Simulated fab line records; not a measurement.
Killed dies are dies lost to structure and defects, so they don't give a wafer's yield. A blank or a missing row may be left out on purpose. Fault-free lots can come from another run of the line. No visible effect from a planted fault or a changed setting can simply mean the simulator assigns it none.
A struck lot beside a sound one :: flow sky130 :: 33 steps out of a route of 708
Sound: wafers L644.2, L644.3, L644.5. The struck wafers were L663.2, L663.3, L663.4. Last of all comes the cause.
For every step that has rows: the tool of each side, followed by ch and its chambers, followed by its first start. Under that, the readings that differ: sound wafers :: struck wafers :: difference of the means :: sigmas: that difference in standard deviations of wafers without a fault.
alike: words and numbers the same on both sides, and readings whose means are apart by under 2 such deviations; not compared: readings that were withheld, readings missing a value for some wafer, numbers with overlapping values and no deviation given by the record, and bounds like >300 which may hide the same value.
The two part at a step that has a row with sigmas, a row that says differs or no value, or rows on one side only. Numbers that don't overlap but have no deviation are shown without sigmas and don't part them. A reading that every wafer of one side lacks parts them only if that side has two wafers or more.

first, 1 step without rows for these wafers: SKY_METAL2_DEVELOP_14 (develop time 60 s).
SKY_METAL2_CD_MEAS_15: the cd target is 140 nm.
  sound on cd-sem-01, day 34 23:58; struck on cd-sem-02, day 41 09:43
  alike: cd-nm
SKY_METAL2_OVL_MEAS_16:
  sound on overlay-01, day 35 00:05; struck on overlay-02, day 41 09:49
reading: METAL2_OVL (nm)
sound: 15 20 16
struck: 0 9 -3
difference: -15
sigmas: -2
SKY_METAL2_DESCUM_17: chemistry O2, time 8 s.
  sound on rie-metal-02 ch 0,1, day 35 00:07; struck on rie-metal-02 ch 0,1, day 41 09:51
  alike: drypump-motor-current-A, oes-product-au
  not compared: rf-hours-counter-h
SKY_METAL2_ETCH_18: etches BARC in N2/H2, stops on SiO2, time 45.9 s, target depth 60 nm.
  sound on rie-metal-02 ch 0,1, day 35 00:08; struck on rie-metal-02 ch 0,1, day 41 09:53
  alike: drypump-motor-current-A, oes-product-au, throttle-valve-pct
  not compared: rf-hours-counter-h
then, 6 steps without rows for these wafers: SKY_METAL2_METAL_ETCH_19 (etches the open film in Cl2/BCl3, stops on SiO2, target depth 360 nm, time 78 s); SKY_METAL2_STRIP_20 (strips in O2/N2); SKY_METAL2_STRIP_21 (strips in post etch residue remover, time 1200 s); SKY_METAL2_CLEAN_22 (cleans in IPA, time 180 s); SKY_METAL2_CLEAN_23 (cleans in O3/DIW); SKY_VIA2_HDPCVD_00 (deposits SiO2, target thk 1180 nm, time 196.7 s).
SKY_VIA2_THK_MEAS_01:
  sound on film-metro-04, day 35 01:04; struck on film-metro-04, day 41 10:46
  alike: VIA2_HDPCVD_THK
SKY_VIA2_CMP_02: polishes SiO2.
  sound on cmp-02 ch 0,1,3, day 35 01:07; struck on cmp-01 ch 0,1,3, day 41 10:49
  no value came back on the struck wafers for edge-zone-pressure-frac, head-pressure-psi (psi), motor-current-A (A), platen-rpm (rpm); on the sound wafers edge-zone-pressure-frac reads 0.997 1.004 0.997
reading: model.SiO2_of_VIA2_HDPCVD_00.thk-nm (nm)
sound: 494.7 495.6 495.7
struck: 1188 1188 1183
difference: +691
sigmas: 
SKY_VIA2_BOW_MEAS_03:
  sound on film-metro-04, day 35 01:26; struck on film-metro-01, day 41 11:08
reading: VIA2_BOW (um)
sound: 95 89 100
struck: 110 114 106
difference: +15
sigmas: +2
then, 8 steps without rows for these wafers: SKY_VIA2_DEHYDRATE_04 (time 60 s); SKY_VIA2_HMDS_05 (prime time 60 s); SKY_VIA2_COAT_06 (resist thk 60 nm); SKY_VIA2_COAT_07 (resist thk 450 nm); SKY_VIA2_SOFTBAKE_08 (time 90 s); SKY_VIA2_EXPOSE_09 (exposes mask VIM2, target cd 200 nm); SKY_VIA2_PEB_10; SKY_VIA2_DEVELOP_11 (develop time 60 s).
SKY_VIA2_CD_MEAS_12: the cd target is 200 nm.
  sound on cd-sem-02, day 36 04:12; struck on cd-sem-01, day 42 10:52
reading: cd-nm (nm)
sound: 199.3 199.4 200.5
struck: 203.8 203.2 203.6
difference: +3.8
sigmas: +3
SKY_VIA2_OVL_MEAS_13:
  sound on overlay-02, day 36 04:19; struck on overlay-02, day 42 10:59
  alike: VIA2_OVL
SKY_VIA2_ETCH_14: etches BARC in N2/H2, stops on SiO2, time 45.9 s, target depth 60 nm.
  sound on rie-diel-03 ch 1,3, day 36 04:20; struck on rie-diel-02 ch 0,1,2, day 42 11:01
  alike: drypump-motor-current-A, oes-product-au, throttle-valve-pct
  not compared: rf-hours-counter-h
SKY_VIA2_ETCH_15: etches SiO2 in C4F8/O2/Ar, stops on TiN, target depth 546 nm, time 84 s.
  sound on rie-diel-03 ch 1,3, day 36 04:23; struck on rie-diel-02 ch 0,1,2, day 42 11:03
reading: oes-product-au (a.u.)
sound: 0.934 0.938 0.946
struck: 1.650 1.654 1.638
difference: +0.708
sigmas: +99 or more

reading: model.VIA2.feature-depth-nm (nm)
sound: 494.7 495.6 495.7
struck: 555.1 558.1 551.4
difference: +59.5
sigmas: 

reading: model.etch.depth-nm (nm)
sound: 494.7 495.6 495.7
struck: 555.1 558.1 551.4
difference: +59.5
sigmas: 
  not compared: rf-hours-counter-h
then, 4 steps without rows for these wafers: SKY_VIA2_STRIP_16 (strips in O2/N2); SKY_VIA2_STRIP_17 (strips in post etch residue remover, time 1200 s); SKY_VIA2_CLEAN_18 (cleans in IPA, time 180 s); SKY_VIA2_CLEAN_19 (cleans in O3/DIW).
SKY_VIA2_SPUTTER_20: material TiN, target thk 20 nm, time 80 s.
  sound on pvd-sputter-02, day 36 05:02; struck on pvd-sputter-03, day 42 11:43
  alike: throttle-valve-pct
SKY_VIA2_CVD_21: deposits W, target thk 420 nm, time 126.4 s.
  sound on cvd-w-01 ch 0,1, day 36 05:06; struck on cvd-w-02 ch 0,1, day 42 11:46
  alike: heater-power-w
SKY_VIA2_CMP_24: polishes, stops on SiO2, t overpolish 20 s, target thk 0 nm.
  sound on cmp-01 ch 0,2,3, day 36 05:31; struck on cmp-02 ch 0,1,3, day 42 12:05
reading: model.SiO2_of_VIA2_HDPCVD_00.thk-nm (nm)
sound: 490.3 491.2 491.3
struck: 1184 1184 1179
difference: +691
sigmas: 
  alike: edge-zone-pressure-frac, head-pressure-psi, motor-current-A, platen-rpm

== WHERE THEY PART ==
Earliest at SKY_METAL2_OVL_MEAS_16; latest, in this record, at SKY_VIA2_ETCH_15. Later steps at which nothing parts them and some readings are alike: SKY_VIA2_SPUTTER_20, SKY_VIA2_CVD_21, SKY_VIA2_CMP_24.

WHY: what the simulator had put in
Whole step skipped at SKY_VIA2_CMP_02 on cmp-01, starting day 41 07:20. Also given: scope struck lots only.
